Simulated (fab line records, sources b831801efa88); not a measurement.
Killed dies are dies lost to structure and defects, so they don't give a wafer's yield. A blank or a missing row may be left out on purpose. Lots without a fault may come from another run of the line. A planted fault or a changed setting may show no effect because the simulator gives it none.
fab line records | flow gf180mcu | part 2 of 2: steps 26 to 36 of 36
record lots=5 wafers=15 last_day=34
route steps=602 shown POLY_GATE@162 HV_LDD@176
lots that met no fault: from a run of the same line without faults
start_h: hours from the record's first day to the start of the lot's first wafer shown | wait_h: hours since the lot's step before | " the same as in the row above | L1.1+2: a row that stands for several wafers | - no value, or no start given | * or withheld: withheld | < > ~ a bound
route shown NAME@n: a module of which the file shows steps, and the number in the route of the first | usual: mean/standard deviation of fault-free wafers | same: alike in all rows | chamber/n: place in a boat | sites: the reading at each site | _std_site: their standard deviation | _edge_site: outer sites' mean less inner sites' | radius_mm: how far each site lies from the wafer's centre | mask NAME#n: copy n | behind: the tool/chamber that last shaped the wafer | hold: why the lot was held/for how many hours/how that ended | device: the transistor (n, p or np) that didn't switch | end of line: the same wafers' tests at the end of the route | a step without rows: its recipe alone | killed: dies lost to structure and defects at the first sort, not the wafer's yield | map: a wafer's dies, x killed, . not, _ none there
set.NAME: the setting as run; set.NAME@STEP: as run at that earlier step | model.NAME: the simulator's own value behind a step, which no gauge read
lots at some steps of the route; a table a step, a row a wafer
services: from which hour (start_h, from the record's first day; less than 0 if before it) a tool's chamber was out of use, for how many hours, and why
## steps
# step GF_HV_LDD_TW_MEAS_11
# usual HV_LDD_TW=2404/14
# columns lot.wafer tool chamber start_h wait_h HV_LDD_TW
L077.2 film_metro-04 - 237.07 0.1 2417
L077.4 " - " " 2416
L077.6 " - " " 2405
L081.1 film_metro-04 - 267.68 0.1 2424
L081.2 " - " " 2407
L081.4 " - " " 2419
L088.1 film_metro-03 - 320.46 0.2 2406
L088.2 " - " " 2400
L088.4 " - " " 2391
L094.2 film_metro-04 - 361.32 0.1 2410
L094.5 " - " " 2409
L094.6 " - " " 2413
L096.1 film_metro-04 - 377.04 0.1 2418
L096.2 " - " " 2410
L096.4 " - " " 2400
# step GF_HV_LDD_DEHYDRATE_12
# recipe temp_c=200 time_s=60
# usual heater_power_total_W=160.38/0.12
# columns lot.wafer tool chamber start_h wait_h heater_power_total_W
L077.2 litho_track-02 0 245.08 8.0 160.28
L077.4 " 0 " " 160.45
L077.6 " 0 " " 160.49
L081.1 litho_track-02 0 276.45 8.8 160.16
L081.2 " 0 " " 160.37
L081.4 " 0 " " 160.26
L088.1 litho_track-01 0 330.00 9.5 160.49
L088.2 " 0 " " 160.35
L088.4 " 0 " " 160.47
L094.2 litho_track-04 0 371.91 10.6 160.32
L094.5 " 0 " " 160.28
L094.6 " 0 " " 160.52
L096.1 litho_track-02 0 387.65 10.6 160.46
L096.2 " 0 " " 160.30
L096.4 " 0 " " 160.42
# step GF_HV_LDD_HMDS_13
# recipe prime_time_s=60 prime_temp_c=120
# columns lot.wafer tool chamber start_h wait_h
L077.2+4+6 litho_track-02 0 245.23 0.1
L081.1+2+4 litho_track-02 0 276.60 0.1
L088.1+2+4 litho_track-01 0 330.15 0.1
L094.2+5+6 litho_track-04 0 372.06 0.1
L096.1+2+4 litho_track-02 0 387.80 0.1
# step GF_HV_LDD_COAT_14
# recipe resist=NOVOLAK spin_rpm=3000 resist_thk_nm=1000
# columns lot.wafer tool chamber start_h wait_h
L077.2+4+6 litho_track-02 0 245.38 0.1
L081.1+2+4 litho_track-02 0 276.75 0.1
L088.1+2+4 litho_track-01 0 330.30 0.1
L094.2+5+6 litho_track-04 0 372.21 0.1
L096.1+2+4 litho_track-02 0 387.95 0.1
# step GF_HV_LDD_SOFTBAKE_15
# recipe temp_c=90 time_s=60 resist=NOVOLAK
# usual heater_power_total_W=56.60/0.042
# columns lot.wafer tool chamber start_h wait_h heater_power_total_W
L077.2 litho_track-02 0 245.53 0.1 56.63
L077.4 " 0 " " 56.68
L077.6 " 0 " " 56.50
L081.1 litho_track-02 0 276.90 0.1 56.61
L081.2 " 0 " " 56.60
L081.4 " 0 " " 56.57
L088.1 litho_track-01 0 330.45 0.1 56.59
L088.2 " 0 " " 56.66
L088.4 " 0 " " 56.53
L094.2 litho_track-04 0 372.36 0.1 56.64
L094.5 " 0 " " 56.61
L094.6 " 0 " " 56.63
L096.1 litho_track-02 0 388.10 0.1 56.69
L096.2 " 0 " " 56.64
L096.4 " 0 " " 56.58
# step GF_HV_LDD_EXPOSE_16
# recipe mask_id=Pplus_LV_AREA target_cd_nm=400 na=0.6 source_shape=conventional sigma_outer=0.6 dose_mj=140
# usual focus_offset_nm=0.0/0.58 reticle_temp_C=23.01/0.097
# columns lot.wafer tool chamber start_h wait_h mask focus_offset_nm reticle_temp_C
L077.2 iline_stepper-02 0 - - Pplus_LV_AREA#0 -0.8 23.09
L077.4 " 0 " " Pplus_LV_AREA#0 0.3 23.10
L077.6 " 0 " " Pplus_LV_AREA#0 -0.7 23.14
L081.1 iline_stepper-01 0 - - Pplus_LV_AREA#0 -0.6 22.98
L081.2 " 0 " " Pplus_LV_AREA#0 -1.7 23.01
L081.4 " 0 " " Pplus_LV_AREA#0 -0.8 22.90
L088.1 iline_stepper-02 0 - - Pplus_LV_AREA#0 0.0 23.03
L088.2 " 0 " " Pplus_LV_AREA#0 -0.3 23.06
L088.4 " 0 " " Pplus_LV_AREA#0 -0.6 22.87
L094.2 iline_stepper-01 0 - - Pplus_LV_AREA#0 -0.1 23.01
L094.5 " 0 " " Pplus_LV_AREA#0 -0.3 23.10
L094.6 " 0 " " Pplus_LV_AREA#0 0.1 23.11
L096.1 iline_stepper-01 0 - - Pplus_LV_AREA#0 -0.5 23.06
L096.2 " 0 " " Pplus_LV_AREA#0 -0.3 22.98
L096.4 " 0 " " Pplus_LV_AREA#0 -0.3 23.01
# step GF_HV_LDD_PEB_17
# recipe temp_c=withheld time_s=* resist=NOVOLAK
# columns lot.wafer tool chamber start_h wait_h
L077.2+4+6 litho_track-04 0 - -
L081.1+2+4 litho_track-01 0 - -
L088.1+2+4 litho_track-02 0 - -
L094.2+5+6 litho_track-01 0 - -
L096.1+2+4 litho_track-02 0 - -
# step GF_HV_LDD_DEVELOP_18
# recipe develop_time_s=60 dev_temp_c=23
# columns lot.wafer tool chamber start_h wait_h
L077.2+4+6 litho_track-04 0 254.82 0.1
L081.1+2+4 litho_track-01 0 286.15 0.1
L088.1+2+4 litho_track-02 0 341.10 0.1
L094.2+5+6 litho_track-01 0 382.68 0.1
L096.1+2+4 litho_track-02 0 399.15 0.1
# step GF_HV_LDD_CD_MEAS_19
# recipe target_cd_nm=400
# usual cd_nm=399.6/2.3
# columns lot.wafer tool chamber start_h wait_h cd_nm
L077.2 cd_sem-02 - 254.96 0.1 399.9
L077.4 " - " " 401.3
L077.6 " - " " 402.0
L081.1 cd_sem-02 - 286.30 0.1 401.2
L081.2 " - " " 403.4
L081.4 " - " " 400.1
L088.1 cd_sem-01 - 341.25 0.1 396.7
L088.2 " - " " 397.5
L088.4 " - " " 399.4
L094.2 cd_sem-02 - 382.82 0.1 396.4
L094.5 " - " " 397.1
L094.6 " - " " 398.9
L096.1 cd_sem-02 - 399.30 0.1 399.5
L096.2 " - " " 399.7
L096.4 " - " " 398.6
# step GF_HV_LDD_OVL_MEAS_20
# usual HV_LDD_01_OVL=1.3/1.4
# columns lot.wafer tool chamber start_h wait_h HV_LDD_01_OVL[nm]
L077.2 overlay-02 - 255.07 0.1 -1.5
L077.4 " - " " 0.5
L077.6 " - " " -0.7
L081.1 overlay-01 - 286.42 0.1 3.2
L081.2 " - " " 1.4
L081.4 " - " " 2.6
L088.1 overlay-01 - 341.37 0.1 1.5
L088.2 " - " " -0.8
L088.4 " - " " 0.0
L094.2 overlay-01 - 382.93 0.1 1.3
L094.5 " - " " 3.3
L094.6 " - " " 3.6
L096.1 overlay-01 - 399.42 0.1 3.3
L096.2 " - " " 1.1
L096.4 " - " " 1.7
# step GF_HV_LDD_IMPLANT_21
# recipe species=BF2 energy_kev=25 dose_cm2=5e+13 tilt_deg=7
# usual end_station_pressure_torr=5.23e-06/2.8e-07 faraday_current_uA=282/5.3
# columns lot.wafer tool chamber start_h wait_h end_station_pressure_torr faraday_current_uA
L077.2 implanter-02 0 255.12 0.0 5.05e-06 284
L077.4 " 0 " " 5.18e-06 286
L077.6 " 0 " " 5.06e-06 280
L081.1 implanter-03 0 286.46 0.0 5.11e-06 280
L081.2 " 0 " " 5.15e-06 276
L081.4 " 0 " " 5.52e-06 280
L088.1 implanter-01 0 341.41 0.0 5.4e-06 283
L088.2 " 0 " " 5.46e-06 285
L088.4 " 0 " " 4.73e-06 277
L094.2 implanter-01 0 382.98 0.0 5.71e-06 279
L094.5 " 0 " " 5.25e-06 279
L094.6 " 0 " " 5.38e-06 283
L096.1 implanter-01 0 399.46 0.0 5.03e-06 283
L096.2 " 0 " " 5.25e-06 298
L096.4 " 0 " " 5.3e-06 272
## services
# columns tool chamber start_h hours kind
iline_stepper-01 - 188.55 6.3 repair
krf_scanner-01 - 189.44 0.2 repair
plasma_asher-04 - 192.74 7.2 pm
krf_scanner-01 - 194.22 1.3 pm
krf_scanner-01 - 195.52 1.0 pm
iline_stepper-02 - 200.99 0.8 repair
iline_stepper-02 - 205.23 1.7 pm
plasma_asher-01 - 207.17 0.4 repair
furnace-02 - 224.52 10.0 repair
krf_scanner-01 - 231.85 4.0 pm
plasma_asher-01 - 235.80 19.2 repair
iline_stepper-01 - 238.31 8.9 pm
krf_scanner-01 - 245.48 24.0 repair
implanter-01 - 250.47 0.7 repair
furnace-02 - 250.74 2.7 pm
furnace-02 - 266.01 11.0 repair
iline_stepper-02 - 267.36 17.1 repair
krf_scanner-01 - 269.53 0.8 pm
iline_stepper-01 - 308.27 1.7 pm
rie_diel-02 1 318.03 9.1 repair
plasma_asher-01 - 319.44 1.3 repair
iline_stepper-01 - 322.60 5.5 repair
iline_stepper-02 - 371.44 5.4 repair
iline_stepper-02 - 398.12 1.7 repair
